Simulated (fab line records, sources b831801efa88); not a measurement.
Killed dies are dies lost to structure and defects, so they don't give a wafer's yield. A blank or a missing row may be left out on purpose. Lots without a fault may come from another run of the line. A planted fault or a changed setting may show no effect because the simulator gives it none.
A struck lot beside a sound one | flow sky130 | 20 steps out of a route of 708
Sound: wafers L245.2, L245.3, L245.6. Struck: wafers L229.1, L229.3, L229.6. The cause comes at the end.
At each step with rows: each side's tool, then ch and its chambers, then its first start. Under that, the readings that differ: sound wafers | struck wafers | difference of the means | sigmas: that difference in standard deviations of wafers without a fault.
alike: readings whose means differ by less than 2 such deviations, and words and numbers that are the same on both sides. not compared: withheld readings, readings that some wafer has no value for, bounds like >300 that may hide the same value, and numbers for which the record gives no deviation and whose values overlap.
The two part at a step that has a row with sigmas, a row that says differs or no value, or rows on one side only. Numbers that don't overlap but have no deviation are shown without sigmas and don't part them. A reading that every wafer of one side lacks parts them only if that side has two wafers or more.

SKY_LDD_HVP_OVL_MEAS_07:
  sound on overlay-01, day 28 21:26; struck on overlay-02, day 24 07:29
  alike: LDD_HVP_OVL
then, 1 step without rows for these wafers: SKY_LDD_HVP_IMPLANT_08.
SKY_LDD_HVP_STRIP_09: strips in O2/N2.
  sound on plasma_asher-01 ch 0,1, day 28 21:37; struck on plasma_asher-01 ch 0, day 24 07:40
  alike: chamber_pressure_mTorr, drypump_motor_current_A, oes_product_au, strip_time_to_endpoint_s
  not compared: rf_hours_counter_h
SKY_LDD_HVP_TW_MEAS_10:
  sound on film_metro-04, day 28 21:43; struck on film_metro-01, day 24 07:46
  reading    | sound       | struck      | difference | sigmas
  LDD_HVP_TW | 462 467 465 | 452 448 450 | -15        | -3
then, 7 steps without rows for these wafers: SKY_LDD_LDN_DEHYDRATE_00 (time 60 s); SKY_LDD_LDN_HMDS_01 (prime time 60 s); SKY_LDD_LDN_COAT_02 (resist thk 1140 nm); SKY_LDD_LDN_SOFTBAKE_03 (time 60 s); SKY_LDD_LDN_EXPOSE_04 (exposes mask LDNTM, target cd 700 nm); SKY_LDD_LDN_PEB_05; SKY_LDD_LDN_DEVELOP_06 (develop time 60 s).
SKY_LDD_LDN_OVL_MEAS_07:
  sound on overlay-01, day 30 01:56; struck on overlay-02, day 25 13:10
  alike: LDD_LDN_OVL
SKY_LDD_LDN_IMPLANT_08:
  sound on implanter-04 ch 0, day 30 01:59; struck on implanter-03 ch 0, day 25 13:31
then, 3 steps without rows for these wafers: SKY_LDD_LDN_IMPLANT_09; SKY_LDD_LDN_IMPLANT_10; SKY_LDD_LDN_IMPLANT_11.
SKY_LDD_LDN_STRIP_12: strips in O2/N2.
  sound on plasma_asher-03 ch 0,1, day 30 02:34; struck on plasma_asher-03 ch 0,1, day 25 14:07
  alike: chamber_pressure_mTorr, drypump_motor_current_A, oes_product_au, strip_time_to_endpoint_s
  not compared: rf_hours_counter_h
SKY_LDD_LDN_TW_MEAS_13:
  sound on film_metro-03, day 30 02:40; struck on film_metro-03, day 25 14:13
  reading    | sound          | struck         | difference | sigmas
  LDD_LDN_TW | 1491 1485 1491 | 1604 1602 1604 | +114       | +7
then, 1 step without rows for these wafers: SKY_LDD_LDN_CLEAN_14 (cleans in SC1/SC2, time 150 s).
-- the record jumps here: 22 days lie between the struck wafers' starts before and after (it left off in module LDD_LDN and takes up again in module PAD_OPEN, whose first step shown is number 708 of the route) --
SKY_PAD_OPEN_PROBE_99:
  sound on prober-01, day 50 09:46; struck on prober-01, day 47 22:47
  reading                         | sound          | struck         | difference | sigmas
  model.etest.tip_sonos.rs_ohm_sq | 2710 2645 2687 | 2349 2377 2327 | -330       |
  alike: killed_at_M0_to_M3, killed_at_M4_up, killed_at_contacts, killed_at_front_end, killed_at_other, killed_dies, killed_open, killed_short

WHERE THEY PART
First at SKY_LDD_HVP_TW_MEAS_10; last, within this record, at SKY_LDD_LDN_TW_MEAS_13. Later steps at which nothing parts them and some readings are alike: SKY_PAD_OPEN_PROBE_99.

WHY: what the simulator had put in
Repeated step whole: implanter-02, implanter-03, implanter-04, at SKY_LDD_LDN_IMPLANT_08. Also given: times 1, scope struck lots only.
